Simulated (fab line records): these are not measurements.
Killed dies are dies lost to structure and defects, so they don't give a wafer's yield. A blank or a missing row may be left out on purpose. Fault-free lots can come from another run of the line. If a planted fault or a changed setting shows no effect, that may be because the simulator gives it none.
fab line records	flow sky130
record: lots: 10	wafers: 30	last_day: 50
route steps=708 shown VIA2@510 CAPM@538 PAD_OPEN@708
lots that met no fault: from a run of the same line without faults
start_h: hours from the record's opening day to when the first of the lot's shown wafers began	wait_h: hours elapsed since this lot's preceding step	" repeats the value in the row above	L1.1+2: a single row standing in for several wafers	- no value, or no start given	* or withheld: withheld	< > ~ a bound
route shown NAME@n: a module of which the file shows steps, and the number in the route of the first	usual: mean/standard deviation of fault-free wafers	same: alike in all rows	chamber/n: place in a boat	sites: each site's reading	_std_site: standard deviation of those values	_edge_site: the outer-site mean with the inner-site mean subtracted	radius_mm: for every site, how far away it sits from the centre of the wafer	mask NAME#n: copy n	behind: tool/chamber where the wafer was last shaped	hold: what put the lot on hold/how long, in hours/how the hold closed	device: whichever transistor did not switch (one of n, p or np)	end of line: the route-end tests of the same wafers	step lacking rows: just its recipe	killed: dies that structure and defects cost at the first sort, which is not the same as the wafer's yield	map: dies across one wafer; x = killed, . = not, _ = none there
set.NAME: the setting the step ran with; set.NAME@STEP: the setting that earlier step ran with	model.NAME: the simulator's own value behind a step, which no gauge read
one table for each step of the route and one row for each wafer, over a sample of lots
services: a tool's chamber out of use, with start hour (start_h, from the record's first day; less than 0 if before it), hours out, and reason
== steps ==
step: SKY_VIA2_BOW_MEAS_03
recipe: mode: bow
usual: VIA2_BOW: 87/7
lot.wafer	tool	chamber	start_h	wait_h	VIA2_BOW[um]
L722.1	film_metro-03	-	801.04	0.2	92
L722.3	"	-	"	"	86
L722.5	"	-	"	"	86
L725.2	film_metro-03	-	834.15	0.2	89
L725.3	"	-	"	"	95
L725.6	"	-	"	"	96
L726.1	film_metro-03	-	848.63	0.2	91
L726.2	"	-	"	"	94
L726.3	"	-	"	"	93
L729.1	film_metro-04	-	871.17	0.2	85
L729.5	"	-	"	"	82
L729.6	"	-	"	"	93
L731.1	film_metro-03	-	895.03	0.2	86
L731.3	"	-	"	"	97
L731.5	"	-	"	"	92
L733.3	film_metro-01	-	896.27	0.1	78
L733.4	"	-	"	"	80
L733.6	"	-	"	"	100
L735.3	film_metro-04	-	914.24	0.2	88
L735.4	"	-	"	"	80
L735.6	"	-	"	"	80
L736.1	film_metro-04	-	919.29	0.2	78
L736.2	"	-	"	"	78
L736.4	"	-	"	"	86
L741.1	film_metro-03	-	960.70	0.2	91
L741.5	"	-	"	"	87
L741.6	"	-	"	"	82
L743.1	film_metro-03	-	993.19	0.1	79
L743.3	"	-	"	"	93
L743.6	"	-	"	"	87
step: SKY_VIA2_OVL_MEAS_13
usual: VIA2_OVL: -1/5.3
lot.wafer	tool	chamber	start_h	wait_h	VIA2_OVL[nm]
L722.1	overlay-01	-	827.13	0.1	-7
L722.3	"	-	"	"	-3
L722.5	"	-	"	"	-3
L725.2	overlay-02	-	860.75	0.1	8
L725.3	"	-	"	"	8
L725.6	"	-	"	"	7
L726.1	overlay-01	-	875.68	0.1	-6
L726.2	"	-	"	"	2
L726.3	"	-	"	"	-8
L729.1	overlay-02	-	897.38	0.1	-8
L729.5	"	-	"	"	-8
L729.6	"	-	"	"	-4
L731.1	overlay-02	-	920.01	0.1	-4
L731.3	"	-	"	"	4
L731.5	"	-	"	"	7
L733.3	overlay-02	-	921.04	0.1	-5
L733.4	"	-	"	"	-16
L733.6	"	-	"	"	-13
L735.3	overlay-01	-	938.30	0.1	2
L735.4	"	-	"	"	-2
L735.6	"	-	"	"	-7
L736.1	overlay-01	-	943.71	0.1	3
L736.2	"	-	"	"	3
L736.4	"	-	"	"	2
L741.1	overlay-01	-	984.39	0.1	-4
L741.5	"	-	"	"	-3
L741.6	"	-	"	"	-6
L743.1	overlay-02	-	1016.43	0.1	4
L743.3	"	-	"	"	2
L743.6	"	-	"	"	-2
step: SKY_CAPM_THK_MEAS_01
recipe: reads: SiO2_of_CAPM_CVD_00
usual: CAPM_CVD_00_THK: 15.41/0.24
lot.wafer	tool	chamber	start_h	wait_h	CAPM_CVD_00_THK[nm]
L722.1	film_metro-01	-	828.75	-	15.29
L722.3	"	-	"	"	15.49
L722.5	"	-	"	"	15.64
L725.2	film_metro-03	-	862.34	-	15.12
L725.3	"	-	"	"	15.42
L725.6	"	-	"	"	15.26
L726.1	film_metro-03	-	877.60	-	15.43
L726.2	"	-	"	"	15.69
L726.3	"	-	"	"	15.69
L729.1	film_metro-01	-	903.75	-	15.05
L729.5	"	-	"	"	15.00
L729.6	"	-	"	"	15.29
L731.1	film_metro-01	-	921.70	-	15.63
L731.3	"	-	"	"	15.51
L731.5	"	-	"	"	15.65
L733.3	film_metro-01	-	922.68	-	15.37
L733.4	"	-	"	"	15.04
L733.6	"	-	"	"	15.64
L735.3	film_metro-03	-	939.93	-	15.00
L735.4	"	-	"	"	15.29
L735.6	"	-	"	"	15.85
L736.1	film_metro-02	-	945.32	-	15.24
L736.2	"	-	"	"	15.23
L736.4	"	-	"	"	15.56
L741.1	film_metro-03	-	986.01	-	15.69
L741.5	"	-	"	"	15.79
L741.6	"	-	"	"	15.72
L743.1	film_metro-03	-	1018.02	-	15.13
L743.3	"	-	"	"	14.99
L743.6	"	-	"	"	15.64
step: SKY_CAPM_SPUTTER_02
recipe: material: TiN	target_thk_nm: 200	temp_c: 300	power_w: 6500	time_s: 166.7	chamber_pressure_pa: 0.4
usual: substrate_temp_c: 300.00/0.21	throttle_valve_pct: 29.9/0.75
lot.wafer	tool	chamber	start_h	wait_h	substrate_temp_c	throttle_valve_pct
L722.1	pvd_sputter-02	-	828.81	0.1	300.17	30.2
L722.3	"	-	"	"	299.78	28.6
L722.5	"	-	"	"	300.21	28.4
L725.2	pvd_sputter-02	-	862.39	0.0	299.39	29.8
L725.3	"	-	"	"	299.90	30.4
L725.6	"	-	"	"	299.98	30.5
L726.1	pvd_sputter-01	-	877.66	0.1	299.97	30.9
L726.2	"	-	"	"	300.00	29.6
L726.3	"	-	"	"	300.12	30.5
L729.1	pvd_sputter-03	-	903.81	0.1	300.23	28.4
L729.5	"	-	"	"	299.91	28.3
L729.6	"	-	"	"	300.12	30.9
L731.1	pvd_sputter-03	-	921.76	0.1	300.27	28.5
L731.3	"	-	"	"	300.10	31.2
L731.5	"	-	"	"	299.98	30.3
L733.3	pvd_sputter-03	-	922.72	0.0	299.98	30.8
L733.4	"	-	"	"	300.19	30.0
L733.6	"	-	"	"	299.74	29.3
L735.3	pvd_sputter-03	-	939.97	0.0	300.07	31.0
L735.4	"	-	"	"	300.03	28.4
L735.6	"	-	"	"	299.97	29.6
L736.1	pvd_sputter-01	-	945.38	0.1	299.79	30.5
L736.2	"	-	"	"	299.90	30.4
L736.4	"	-	"	"	300.25	29.6
L741.1	pvd_sputter-01	-	986.07	0.1	299.79	30.5
L741.5	"	-	"	"	300.28	29.6
L741.6	"	-	"	"	299.79	30.7
L743.1	pvd_sputter-01	-	1018.08	0.1	299.99	30.6
L743.3	"	-	"	"	299.46	30.4
L743.6	"	-	"	"	300.23	30.4
step: SKY_CAPM_RS_MEAS_03
recipe: thk_meas_gauge: four-point-probe	reads: TiN_of_CAPM_SPUTTER_02
usual: CAPM_TIN_RS: 6.90/0.075
lot.wafer	tool	chamber	start_h	wait_h	CAPM_TIN_RS[ohm/sq]
L722.1	film_metro-02	-	828.92	0.1	6.81
L722.3	"	-	"	"	6.86
L722.5	"	-	"	"	6.81
L725.2	film_metro-02	-	862.52	0.1	6.93
L725.3	"	-	"	"	6.88
L725.6	"	-	"	"	6.91
L726.1	film_metro-01	-	877.77	0.1	6.85
L726.2	"	-	"	"	6.94
L726.3	"	-	"	"	6.88
L729.1	film_metro-02	-	903.92	0.1	6.85
L729.5	"	-	"	"	6.89
L729.6	"	-	"	"	6.97
L731.1	film_metro-03	-	921.87	0.1	6.93
L731.3	"	-	"	"	6.96
L731.5	"	-	"	"	6.96
L733.3	film_metro-03	-	922.86	0.1	8.15
L733.4	"	-	"	"	8.04
L733.6	"	-	"	"	7.95
L735.3	film_metro-03	-	940.12	0.1	8.10
L735.4	"	-	"	"	7.98
L735.6	"	-	"	"	8.03
L736.1	film_metro-03	-	945.49	0.1	7.00
L736.2	"	-	"	"	6.85
L736.4	"	-	"	"	6.93
L741.1	film_metro-01	-	986.18	0.1	7.04
L741.5	"	-	"	"	6.93
L741.6	"	-	"	"	7.04
L743.1	film_metro-01	-	1018.19	0.1	6.73
L743.3	"	-	"	"	6.83
L743.6	"	-	"	"	6.89
step: SKY_CAPM_THK_MEAS_04
recipe: thk_meas_gauge: xrf	reads: TiN_of_CAPM_SPUTTER_02
usual: CAPM_TIN_THK: 202.1/2.2
lot.wafer	tool	chamber	start_h	wait_h	CAPM_TIN_THK[nm]
L722.1	film_metro-02	-	829.04	0.1	205.7
L722.3	"	-	"	"	202.2
L722.5	"	-	"	"	205.5
L725.2	film_metro-02	-	862.63	0.1	201.9
L725.3	"	-	"	"	202.3
L725.6	"	-	"	"	202.3
L726.1	film_metro-01	-	877.89	0.1	203.9
L726.2	"	-	"	"	200.6
L726.3	"	-	"	"	203.6
L729.1	film_metro-02	-	904.04	0.1	203.7
L729.5	"	-	"	"	202.6
L729.6	"	-	"	"	199.4
L731.1	film_metro-03	-	921.99	0.1	201.4
L731.3	"	-	"	"	200.5
L731.5	"	-	"	"	200.1
L733.3	film_metro-03	-	922.96	0.1	176.7
L733.4	"	-	"	"	178.2
L733.6	"	-	"	"	180.6
L735.3	film_metro-03	-	940.22	0.1	178.7
L735.4	"	-	"	"	180.8
L735.6	"	-	"	"	179.6
L736.1	film_metro-03	-	945.61	0.1	199.7
L736.2	"	-	"	"	204.0
L736.4	"	-	"	"	202.3
L741.1	film_metro-01	-	986.30	0.1	199.4
L741.5	"	-	"	"	200.4
L741.6	"	-	"	"	198.4
L743.1	film_metro-01	-	1018.31	0.1	204.2
L743.3	"	-	"	"	202.2
L743.6	"	-	"	"	202.1
step: SKY_CAPM_METAL_ETCH_13
recipe: target_depth_nm: 220	stop_on: SiO2	chemistry: Cl2/BCl3	target: TiN	pressure_mtorr: 10	icp_w: 900	bias_w: 48.5	Cl2_flow_sccm: 60	bcl3_flow_sccm: 30	time_s: 62.9
usual: drypump_motor_current_A: 5.78/0.3	oes_product_au: 0.941/0.0075	throttle_valve_pct: 21.901/0.0091
lot.wafer	tool	chamber	start_h	wait_h	drypump_motor_current_A	oes_product_au	rf_hours_counter_h	throttle_valve_pct
L722.1	rie_metal-04	0	854.27	0.0	5.46	0.954	2	21.882
L722.3	"	1	"	"	6.24	0.948	-	21.900
L722.5	"	0	"	"	5.47	0.955	-	21.895
L725.2	rie_metal-01	1	888.95	0.0	5.82	0.939	5	21.888
L725.3	"	0	"	"	5.87	0.943	-	21.892
L725.6	"	1	"	"	5.84	0.944	-	21.903
L726.1	rie_metal-01	1	902.36	0.0	5.82	0.952	6	21.898
L726.2	"	0	"	"	5.89	0.935	7	21.898
L726.3	"	0	"	"	5.87	0.946	-	21.906
L729.1	rie_metal-02	1	928.60	0.0	5.80	0.948	5	21.896
L729.5	"	1	"	"	5.79	0.932	-	21.911
L729.6	"	1	"	"	5.80	0.927	-	21.908
L731.1	rie_metal-01	0	946.00	0.0	5.88	0.934	9	21.915
L731.3	"	1	"	"	5.81	0.937	-	21.905
L731.5	"	0	"	"	5.85	0.943	-	21.924
L733.3	rie_metal-02	1	946.56	0.1	5.80	0.875	-	21.946
L733.4	"	1	"	"	5.76	0.868	-	21.944
L733.6	"	1	"	"	5.78	0.877	-	21.935
L735.3	rie_metal-01	1	963.70	0.0	5.82	0.871	-	21.932
L735.4	"	0	"	"	5.85	0.872	-	21.939
L735.6	"	0	"	"	5.86	0.873	-	21.942
L736.1	rie_metal-01	1	970.06	0.0	5.83	0.930	9	21.918
L736.2	"	0	"	"	5.88	0.944	10	21.899
L736.4	"	1	"	"	5.82	0.936	-	21.902
L741.1	rie_metal-04	1	1009.17	0.0	6.21	0.934	14	21.893
L741.5	"	1	"	"	6.22	0.943	-	21.914
L741.6	"	0	"	"	5.46	0.938	-	21.902
L743.1	rie_metal-02	0	1040.30	0.0	4.93	0.951	1	21.891
L743.3	"	0	"	"	4.95	0.947	-	21.889
L743.6	"	1	"	"	5.79	0.948	-	21.909
step: SKY_PAD_OPEN_PROBE_99
usual: defect_limited_yield: 82.7/1.9	killed_at_M0_to_M3: 43/6.6	killed_at_M4_up: 3.1/1.6	killed_at_contacts: 23/5.6	killed_at_front_end: 15/4.2	killed_at_other: 0.2/0.43	killed_dies: 85/9.3	killed_on_rim: 17/3.6	killed_open: 46/6.6	killed_short: 39/6.2	sort_bin_3_pad_short: 0.8/0.37	sort_bin_5_function: 10.2/1.5	sort_bin_6_memory: 6.2/1.1	sort_n_pass: 407/9.3	sort_yield_pct: 82.7/1.9
same: gross_dies: 492	killed_at_back_side: 0	sort_bin_4_leakage[%]: 0	sort_bin_8_speed[%]: 0
lot.wafer	tool	chamber	start_h	wait_h	defect_limited_yield[%]	killed_at_M0_to_M3	killed_at_M4_up	killed_at_contacts	killed_at_front_end	killed_at_other	killed_dies	killed_on_rim	killed_open	killed_short	sort_bin_3_pad_short[%]	sort_bin_5_function[%]	sort_bin_6_memory[%]	sort_n_pass	sort_yield_pct[%]
L722.1	prober-01	-	1056.66	0.1	81.5	44	1	32	13	1	91	20	50	41	0.6	10.8	7.1	401	81.5
L722.3	prober-01	-	1056.76	0.2	80.7	45	2	28	20	0	95	18	54	41	0.8	10.8	7.7	397	80.7
L722.5	prober-01	-	1056.86	0.2	81.1	43	5	26	19	0	93	21	46	47	1.0	11.4	6.5	399	81.1
L725.2	prober-02	-	1083.38	0.1	82.3	44	4	25	14	0	87	17	42	45	1.0	10.6	6.1	405	82.3
L725.3	prober-02	-	1083.43	0.2	81.3	54	9	21	8	0	92	22	50	42	0.8	12.4	5.5	400	81.3
L725.6	prober-02	-	1083.58	0.2	83.1	43	3	25	10	2	83	14	48	35	0.8	10.4	5.7	409	83.1
L726.1	prober-01	-	1095.47	0.1	83.5	39	1	20	21	0	81	12	49	32	0.4	9.3	6.7	411	83.5
L726.2	prober-01	-	1095.52	0.1	79.3	50	4	26	22	0	102	17	53	49	1.4	14.0	5.3	390	79.3
L726.3	prober-01	-	1095.57	0.2	86.2	48	0	12	8	0	68	14	38	30	1.2	8.3	4.3	424	86.2
L729.1	prober-02	-	1117.39	0.1	85.6	30	5	29	7	0	71	10	43	28	0.6	7.5	6.3	421	85.6
L729.5	prober-02	-	1117.59	0.2	80.3	59	2	17	19	0	97	22	54	43	1.2	10.2	8.3	395	80.3
L729.6	prober-02	-	1117.64	0.2	80.5	42	2	26	26	0	96	21	53	43	0.6	13.0	5.9	396	80.5
L731.1	prober-01	-	1132.56	0.1	80.7	42	1	37	15	0	95	23	57	38	1.2	11.2	6.9	397	80.7
L731.3	prober-01	-	1132.66	0.2	82.3	40	7	26	13	1	87	15	39	48	1.0	9.1	7.5	405	82.3
L731.5	prober-01	-	1132.76	0.2	81.3	44	3	27	18	0	92	18	39	53	0.6	11.2	6.9	400	81.3
L733.3	prober-02	-	1133.06	0.2	83.7	49	2	19	10	0	80	20	37	43	1.2	7.7	7.3	412	83.7
L733.4	prober-02	-	1133.11	0.2	81.5	36	5	34	16	0	91	22	51	40	1.4	9.1	7.9	401	81.5
L733.6	prober-02	-	1133.21	0.2	83.7	38	3	29	10	0	80	14	38	42	0.6	9.6	6.1	412	83.7
L735.3	prober-02	-	1143.50	0.2	80.9	46	2	28	17	1	94	24	49	45	1.0	12.2	5.9	398	80.9
L735.4	prober-02	-	1143.55	0.2	81.7	36	4	26	24	0	90	14	47	43	0.4	11.8	6.1	402	81.7
L735.6	prober-02	-	1143.65	0.2	79.5	44	4	38	15	0	101	19	46	55	0.8	12.4	7.3	391	79.5
L736.1	prober-01	-	1148.94	0.1	81.5	46	2	26	17	0	91	19	60	31	0.6	11.6	6.3	401	81.5
L736.2	prober-01	-	1148.99	0.1	83.3	41	3	26	12	0	82	14	42	40	0.8	9.8	6.1	410	83.3
L736.4	prober-01	-	1149.09	0.2	86.2	35	2	17	14	0	68	16	35	33	0.6	9.1	4.1	424	86.2
L741.1	prober-02	-	1179.56	0.1	81.7	46	3	29	12	0	90	19	50	40	0.8	10.2	7.3	402	81.7
L741.5	prober-02	-	1179.76	0.2	81.9	44	4	22	19	0	89	18	46	43	1.6	10.4	6.1	403	81.9
L741.6	prober-02	-	1179.81	0.2	84.6	45	0	16	15	0	76	12	38	38	1.0	10.0	4.5	416	84.6
L743.1	prober-01	-	1201.35	0.1	82.7	45	2	20	18	0	85	12	41	41	0.6	10.6	6.1	407	82.7
L743.3	prober-01	-	1201.45	0.2	83.5	47	2	22	10	0	81	12	46	35	0.6	7.7	8.1	411	83.5
L743.6	prober-01	-	1201.60	0.2	82.7	40	3	32	9	1	85	16	50	35	0.8	11.4	5.1	407	82.7
killed by level:class
L722.1 CONTACT:geometric_particle:open=14 VIA1:geometric_particle:open=9 LI_CONTACT:geometric_particle:open=8 METAL1:geometric_particle:short=6 VIA2:geometric_particle:open=6 CONTACT:geometric_particle:short=5 METAL2:geometric_particle:short=5 POLY_GATE:geometric_particle:short=4
L722.3 VIA3:geometric_particle:open=16 LI_CONTACT:geometric_particle:open=8 CONTACT:geometric_particle:short=8 CONTACT:geometric_particle:open=8 METAL1:geometric_particle:short=8 FIELD_ISO:geometric_particle:short=6 VIA1:geometric_particle:open=6 FIELD_ISO:geometric_particle:open=5
L722.5 VIA1:geometric_particle:open=9 LI_CONTACT:geometric_particle:open=8 CONTACT:geometric_particle:short=8 VIA2:geometric_particle:open=7 LI_CONTACT:geometric_particle:short=6 METAL2:geometric_particle:short=6 FIELD_ISO:geometric_particle:open=5 FIELD_ISO:geometric_particle:short=4
L725.2 CONTACT:geometric_particle:open=13 VIA2:geometric_particle:open=7 METAL1:geometric_particle:short=6 VIA1:geometric_particle:open=6 VIA2:geometric_particle:short=6 FIELD_ISO:geometric_particle:short=5 LI_CONTACT:geometric_particle:short=5 VIA3:geometric_particle:open=5
L725.3 VIA3:geometric_particle:open=10 VIA1:geometric_particle:open=10 METAL2:geometric_particle:short=7 VIA2:geometric_particle:open=7 LI_CONTACT:geometric_particle:open=6 VIA3:geometric_particle:short=6 METAL4:geometric_particle:short=6 CONTACT:geometric_particle:open=5
L725.6 VIA2:geometric_particle:open=11 CONTACT:geometric_particle:open=9 LI_CONTACT:geometric_particle:open=7 VIA1:geometric_particle:open=6 VIA3:geometric_particle:open=5 METAL2:geometric_particle:short=5 METAL1:geometric_particle:short=4 FIELD_ISO:geometric_particle:short=3
L726.1 CONTACT:geometric_particle:open=8 FIELD_ISO:geometric_particle:open=7 VIA2:geometric_particle:open=7 VIA3:geometric_particle:open=7 LI_CONTACT:geometric_particle:open=6 METAL2:geometric_particle:short=5 METAL3:geometric_particle:short=5 POLY_GATE:geometric_particle:open=4
L726.2 VIA1:geometric_particle:open=16 CONTACT:geometric_particle:open=11 METAL1:geometric_particle:short=8 FIELD_ISO:geometric_particle:short=7 VIA3:geometric_particle:open=7 LI_CONTACT:geometric_particle:open=5 FIELD_ISO:geometric_particle:open=4 LI_CONTACT:geometric_particle:short=4
L726.3 CONTACT:geometric_particle:open=9 VIA3:geometric_particle:open=9 VIA1:geometric_particle:open=8 METAL1:geometric_particle:short=5 METAL2:geometric_particle:short=5 FIELD_ISO:geometric_particle:short=4 METAL1:geometric_particle:open=4 VIA2:geometric_particle:short=4
L729.1 CONTACT:geometric_particle:open=12 LI_CONTACT:geometric_particle:open=9 VIA3:geometric_particle:open=7 VIA1:geometric_particle:open=5 METAL4:geometric_particle:short=4 FIELD_ISO:geometric_particle:short=3 CONTACT:geometric_particle:short=3 METAL1:geometric_particle:short=3
L729.5 VIA1:geometric_particle:open=14 VIA2:geometric_particle:open=14 FIELD_ISO:geometric_particle:short=8 METAL1:geometric_particle:short=8 CONTACT:geometric_particle:open=7 VIA1:geometric_particle:short=6 LI_CONTACT:geometric_particle:open=5 VIA2:geometric_particle:short=4
L729.6 LI_CONTACT:geometric_particle:open=10 VIA2:geometric_particle:open=8 VIA3:geometric_particle:open=8 CONTACT:geometric_particle:open=7 FIELD_ISO:geometric_particle:short=6 POLY_GATE:geometric_particle:open=5 VIA1:geometric_particle:short=5 FIELD_ISO:geometric_particle:open=4
L731.1 VIA1:geometric_particle:open=15 CONTACT:geometric_particle:open=12 CONTACT:geometric_particle:short=11 LI_CONTACT:geometric_particle:open=10 VIA2:geometric_particle:open=6 FIELD_ISO:geometric_particle:short=5 METAL1:geometric_particle:short=5 POLY_GATE:geometric_particle:open=4
L731.3 VIA1:geometric_particle:open=8 LI_CONTACT:geometric_particle:open=8 CONTACT:geometric_particle:short=7 METAL1:geometric_particle:short=6 VIA3:geometric_particle:open=6 METAL2:geometric_particle:short=5 CONTACT:geometric_particle:open=5 VIA1:geometric_particle:short=5
L731.5 METAL1:geometric_particle:short=9 VIA2:geometric_particle:short=8 CONTACT:geometric_particle:open=8 VIA1:geometric_particle:open=8 CONTACT:geometric_particle:short=7 FIELD_ISO:geometric_particle:open=5 FIELD_ISO:geometric_particle:short=5 LI_CONTACT:geometric_particle:open=5
L733.3 METAL2:geometric_particle:short=13 METAL1:geometric_particle:short=10 VIA3:geometric_particle:open=7 CONTACT:geometric_particle:open=6 LOCAL_INTERCONNECT:geometric_particle:open=5 VIA1:geometric_particle:short=4 VIA1:geometric_particle:open=4 VIA2:geometric_particle:open=4
L733.4 CONTACT:geometric_particle:open=12 VIA1:geometric_particle:open=10 VIA2:geometric_particle:open=9 LI_CONTACT:geometric_particle:short=7 LI_CONTACT:geometric_particle:open=7 VIA3:geometric_particle:open=5 METAL4:geometric_particle:short=5 FIELD_ISO:geometric_particle:open=4
L733.6 CONTACT:geometric_particle:open=15 METAL2:geometric_particle:short=11 METAL1:geometric_particle:short=7 VIA1:geometric_particle:open=7 CONTACT:geometric_particle:short=5 FIELD_ISO:geometric_particle:short=4 LOCAL_INTERCONNECT:geometric_particle:short=4 VIA2:geometric_particle:open=4
L735.3 CONTACT:geometric_particle:open=12 METAL2:geometric_particle:short=10 VIA1:geometric_particle:open=10 CONTACT:geometric_particle:short=7 FIELD_ISO:geometric_particle:short=6 FIELD_ISO:geometric_particle:open=5 VIA2:geometric_particle:open=5 VIA3:geometric_particle:open=5
L735.4 CONTACT:geometric_particle:open=11 FIELD_ISO:geometric_particle:short=7 CONTACT:geometric_particle:short=7 VIA1:geometric_particle:open=7 METAL2:geometric_particle:short=7 POLY_GATE:geometric_particle:open=6 POLY_GATE:geometric_particle:short=4 LI_CONTACT:geometric_particle:open=4
L735.6 CONTACT:geometric_particle:open=13 METAL2:geometric_particle:short=12 VIA1:geometric_particle:open=8 CONTACT:geometric_particle:short=7 LOCAL_INTERCONNECT:geometric_particle:short=6 FIELD_ISO:geometric_particle:short=5 VIA2:geometric_particle:open=5 LI_CONTACT:geometric_particle:short=4
L736.1 CONTACT:geometric_particle:open=14 VIA2:geometric_particle:open=12 VIA3:geometric_particle:open=10 VIA1:geometric_particle:open=7 FIELD_ISO:geometric_particle:open=6 LI_CONTACT:geometric_particle:open=6 METAL3:geometric_particle:short=5 FIELD_ISO:geometric_particle:short=4
L736.2 VIA1:geometric_particle:open=11 CONTACT:geometric_particle:open=7 LI_CONTACT:geometric_particle:open=6 VIA1:geometric_particle:short=6 CONTACT:geometric_particle:short=5 VIA3:geometric_particle:open=5 METAL1:geometric_particle:short=5 VIA3:geometric_particle:short=5
L736.4 VIA1:geometric_particle:open=10 METAL1:geometric_particle:short=7 FIELD_ISO:geometric_particle:open=6 CONTACT:geometric_particle:open=5 VIA3:geometric_particle:open=5 CONTACT:geometric_particle:short=4 FIELD_ISO:geometric_particle:short=3 LI_CONTACT:geometric_particle:open=3
L741.1 VIA1:geometric_particle:open=11 VIA3:geometric_particle:open=9 LI_CONTACT:geometric_particle:open=8 CONTACT:geometric_particle:open=7 VIA1:geometric_particle:short=7 VIA2:geometric_particle:open=7 FIELD_ISO:geometric_particle:short=5 LI_CONTACT:geometric_particle:short=4
L741.5 VIA1:geometric_particle:open=10 CONTACT:geometric_particle:open=9 POLY_GATE:geometric_particle:short=7 VIA2:geometric_particle:open=7 FIELD_ISO:geometric_particle:short=5 VIA2:geometric_particle:short=5 VIA3:geometric_particle:open=5 METAL2:geometric_particle:short=4
L741.6 VIA3:geometric_particle:short=7 METAL1:geometric_particle:short=7 VIA1:geometric_particle:open=7 VIA3:geometric_particle:open=7 POLY_GATE:geometric_particle:open=5 LI_CONTACT:geometric_particle:open=5 FIELD_ISO:geometric_particle:short=4 VIA1:geometric_particle:short=4
L743.1 LI_CONTACT:geometric_particle:open=8 CONTACT:geometric_particle:open=7 METAL1:geometric_particle:short=7 METAL3:geometric_particle:short=6 VIA1:geometric_particle:open=6 VIA2:geometric_particle:open=6 FIELD_ISO:geometric_particle:open=4 FIELD_ISO:geometric_particle:short=4
L743.3 VIA3:geometric_particle:open=11 LI_CONTACT:geometric_particle:open=8 VIA2:geometric_particle:open=8 VIA1:geometric_particle:open=7 CONTACT:geometric_particle:open=5 VIA1:geometric_particle:short=5 FIELD_ISO:geometric_particle:short=4 LI_CONTACT:geometric_particle:short=4
L743.6 CONTACT:geometric_particle:open=12 LI_CONTACT:geometric_particle:open=10 VIA3:geometric_particle:open=8 VIA1:geometric_particle:open=6 VIA1:geometric_particle:short=5 METAL1:geometric_particle:short=4 POLY_GATE:geometric_particle:open=4 VIA2:geometric_particle:short=4
== services ==
tool	chamber	start_h	hours	kind
rie_metal-02	1	818.03	-	clean
rie_metal-02	1	818.03	19.3	scheduled_down
rie_metal-02	1	818.03	19.3	vent_cycle
pvd_sputter-03	3	832.59	-	consumable_replace:kit
pvd_sputter-03	3	832.59	18.0	scheduled_down
pvd_sputter-03	3	832.59	18.0	vent_cycle
rie_metal-04	1	841.20	4.5	repair
pvd_sputter-02	3	869.47	-	consumable_replace:kit
pvd_sputter-02	3	869.47	18.0	scheduled_down
pvd_sputter-02	3	869.47	18.0	vent_cycle
pvd_sputter-01	-	892.39	7.3	repair
rie_metal-02	0	898.25	75.1	repair
pvd_sputter-02	-	978.97	7.7	repair
pvd_sputter-03	-	983.43	1.9	repair
pvd_sputter-01	-	984.57	1.2	repair
pvd_sputter-02	-	996.28	1.3	repair
pvd_sputter-02	-	997.45	8.9	repair
rie_metal-02	0	1011.68	-	clean
rie_metal-02	0	1011.68	17.8	scheduled_down
rie_metal-02	0	1011.68	17.8	vent_cycle
pvd_sputter-01	-	1015.28	2.1	repair
pvd_sputter-03	-	1017.08	2.3	repair
rie_metal-01	-	1036.10	0.6	repair
== key ==
first_sign: step: SKY_CAPM_RS_MEAS_03	reading: CAPM_TIN_RS	direction: up	sigmas: 15	usual: 6.90	struck: 8.04
effect: step: SKY_CAPM_THK_MEAS_04	reading: CAPM_TIN_THK	direction: down	sigmas: 10	usual: 202.1	struck: 179.1
effect: step: SKY_CAPM_METAL_ETCH_13	reading: oes_product_au	direction: down	sigmas: 9.1	usual: 0.941	struck: 0.873
met_at SKY_CAPM_SPUTTER_02
struck_lots L733,L735
not_acting_at SKY_VIA2_BOW_MEAS_03,SKY_VIA2_OVL_MEAS_13,SKY_CAPM_THK_MEAS_01
onset_between 921.76 922.72
fault: kind: site_profile_drift	tool: pvd_sputter-03	chamber: -	onset_h: 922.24	steps: SKY_CAPM_SPUTTER_02	basis: fraction	max_abs_drift: 0.27418	slope_share_per_hr: 60.928	site_pattern: 0,0,0,0,0,-1,-1,-1,-1
